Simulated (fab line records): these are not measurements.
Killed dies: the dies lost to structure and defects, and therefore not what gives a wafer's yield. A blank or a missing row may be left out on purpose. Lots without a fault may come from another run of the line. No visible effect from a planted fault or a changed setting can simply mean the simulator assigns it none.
Code-filled problem report in 8D (eight disciplines) form    flow sfq_line    the parts of the form that need people (team, actions taken, sign-off) are left out

## 1. THE PROBLEM
M7_NB_RS at SFQ_M7_RS_MEAS_943 reads a mean of 0.835 ohm/sq on 2 wafers of 1 lot; wafers without a fault read 0.897 ohm/sq with a standard deviation of 0.0093. That puts it -6.7 standard deviations away from the usual mean.
The step: measures by four-point-probe.
First observed at day 75 19:26: wafer L116.1, on film_metro-01. Wafers with a number at this step in the record: 39, from 13 lots. The rule behind "out" and "out of limits": a value lying over 4 standard deviations away from the usual mean. All remaining wafers that have a number are taken as sound.

## 2. WHAT IT IS, AND WHAT IT ISN'T
question                     is                 is not
which readings at this step  M7_NB_RS           -
which lots                   L116               L111, L112, L113, L114, L115, L118, L124, L125, L127, L128, L132, L133
which wafers of those lots   L116.1, L116.5     L116.2
read on which gauges         film_metro-01      film_metro-02, film_metro-04
when                         from day 75 19:26  up to then (16 sound wafers); but 21 sound wafers of L118, L124, L125, L127, L128, L132, L133 came after

## 3. WHAT RULES OUT EACH SUSPECT
Counting: if a tool at a process step up to the reading ran every lot that is out, it stays a suspect. Sound lots after the first of them don't rule it out here, since some wafers of a struck lot are sound.
- ruled out: the gauge at SFQ_M7_RS_MEAS_943. All the wafers that are out were read on film_metro-01, but those of them that SFQ_TRILAYER_M7_ETCH_METAL_ETCH_180 has rows for are out there too, on other tools.
- rie_metal-02 at SFQ_TRILAYER_R5_BARC_OPEN_METAL_ETCH_177 (etches BARC in O2, target depth 125 nm, time 41.7 s): kept. It ran the lot that is out, L116 (day 64 18:22); its last sound lot up to then is L115 (day 64 07:46).
- pecvd-03 at SFQ_TRILAYER_I6_DEP_PECVD_165 (deposits SiO2 from SiH4/N2O, time 111.11 s, target thk 500 nm): kept. It ran the lot that is out, L116 (day 73 11:56); its last sound lot up to then is L114 (day 72 12:07).
- pvd_sputter-04 at SFQ_TRILAYER_M7_DEP_SPUTTER_175 (material Nb, target thk 200 nm, time 133.3 s): kept. It ran the lot that is out, L116 (day 75 19:20); its last sound lot up to then is L113 (day 72 21:04).
After the count, these remain: rie_metal-02 at SFQ_TRILAYER_R5_BARC_OPEN_METAL_ETCH_177, pecvd-03 at SFQ_TRILAYER_I6_DEP_PECVD_165 and pvd_sputter-04 at SFQ_TRILAYER_M7_DEP_SPUTTER_175.

## 4. THE CAUSE (what the simulator had put in)
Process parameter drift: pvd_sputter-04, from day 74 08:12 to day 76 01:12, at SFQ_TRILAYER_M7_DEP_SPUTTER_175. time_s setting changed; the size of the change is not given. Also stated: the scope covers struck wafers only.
After counting, 3 suspects remain, this tool included.

## 5. THE CHAIN OF EFFECTS, in route order
One row per reading whose mean, taken over the struck wafers that have a number, lies over 3 standard deviations from the usual. Readings are gone through only where the record gives a usual standard deviation; hours: the median, over the lots, of the time from a lot's start at the first step in this table giving one to that lot's start at this step; sigmas: the change measured in usual standard deviations.
hours  step                                 reading         usual         on struck wafers  change  sigmas
0      SFQ_M7_RS_MEAS_943                   M7_NB_RS        0.897 ohm/sq  0.835             -0.062  -6.7
4      SFQ_TRILAYER_M7_ETCH_METAL_ETCH_180  oes_product_au  0.890 a.u.    0.929             +0.039  +5.6
The process steps in it:
- SFQ_TRILAYER_M7_ETCH_METAL_ETCH_180: etches Nb in Cl2/Ar, stops on SiO2, target depth 240 nm, time 120 s.
At these later measuring or inspecting steps, every struck wafer for which the step has a row has a number for every such reading, and none has moved that far: SFQ_I7_OVL_MEAS_947.

## 6. WHAT WOULD HAVE CAUGHT IT SOONER
In this record the first reading out of limits at a measuring or inspecting step was taken at day 75 19:26, 35 hours after the fault began at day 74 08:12.
An alarm limit of 4 standard deviations would not have fired on the tool readings at SFQ_TRILAYER_M7_DEP_SPUTTER_175 for which the record gives a usual standard deviation, since none of them was out on any struck wafer.
Lots out: 1; all had begun SFQ_TRILAYER_M7_DEP_SPUTTER_175 on pvd_sputter-04 by day 75 19:26. A hold on the tool at that time would have spared none of them.
